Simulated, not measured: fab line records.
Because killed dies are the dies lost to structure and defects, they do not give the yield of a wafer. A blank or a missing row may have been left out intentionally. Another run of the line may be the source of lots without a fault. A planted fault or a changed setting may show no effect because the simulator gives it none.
One fault through the eyes of 2 desks -- flow sky130 -- numbers are kept per desk, each desk with only its own; the story behind them comes last

## AT THE METROLOGY DESK
Lot by lot, what the gauges showed, no matter which tool ran the lot: averages of those sampled wafers that carry a number. Marked OUT: a lot whose mean sits more than 4 standard deviations from the usual mean, which makes it out of limits; the brackets give that distance.
Columns: A = cd_nm at SKY_VIA2_CD_MEAS_12, usual 199.8 nm; B = CAPM_TIN_RS at SKY_CAPM_RS_MEAS_03, usual 6.91 ohm/sq; C = CAPM_TIN_THK at SKY_CAPM_THK_MEAS_04, usual 198.4 nm
lot,first seen here,A,B,C
L943,day 36 20:18,200.0,6.97,196.6
L947,day 38 10:46,198.8,6.93,199.2
L946,day 38 12:46,201.3,6.89,197.9
L948,day 38 17:17,200.8,6.82,201.1
L949,day 38 18:50,199.7,6.83,199.4
L951,day 39 07:36,196.7,6.93,198.6
L952,day 39 17:21,197.5,6.96,197.8
L954,day 40 06:20,198.6,6.91,198.6
L964,day 43 00:58,202.0,8.92 (+24) OUT,155.2 (-17) OUT
L965,day 43 06:26,199.8,9.04 (+26) OUT,152.9 (-18) OUT
This desk reports L964, L965 out of limits; the earliest was L964 at day 43 03:20 (CAPM_TIN_RS at SKY_CAPM_RS_MEAS_03). Within limits: L943, L947, L946, L948, L949, L951, L952, L954.

## TOOL OWNER'S DESK, pvd_sputter-04
The tool's own readings at SKY_CAPM_SPUTTER_02 (material TiN, target thk 200 nm, time 166.7 s): means of the sampled wafers that have a number, for each lot that ran on this tool. Marked OUT: a lot whose mean sits more than 4 standard deviations from the usual mean, which makes it out of limits; the brackets give that distance.
Columns: A = throttle_valve_pct at SKY_CAPM_SPUTTER_02, usual 30.4 %
lot,first seen here,A
L947,day 38 12:34,30.1
L949,day 38 20:47,30.1
L964,day 43 03:13,29.9
L965,day 43 08:13,30.5
This desk found nothing out of limits on any of the 4 lots.

## PUT TOGETHER
Metrology desk: alarm possible at day 43 03:20 on L964, L965.
Nothing out of limits was seen by the tool owner's desk.
Tool owner's desk: L964, L965 on record, inside its limits.
All the named lots went through SKY_CAPM_SPUTTER_02 on pvd_sputter-04.

## WHAT THE SIMULATOR HAD PUT IN
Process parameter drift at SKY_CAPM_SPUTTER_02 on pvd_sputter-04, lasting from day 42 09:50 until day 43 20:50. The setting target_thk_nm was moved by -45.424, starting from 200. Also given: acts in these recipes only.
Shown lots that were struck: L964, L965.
Time in hours between the start of the fault and the first out-of-limits reading at each desk: metrology desk, 18.
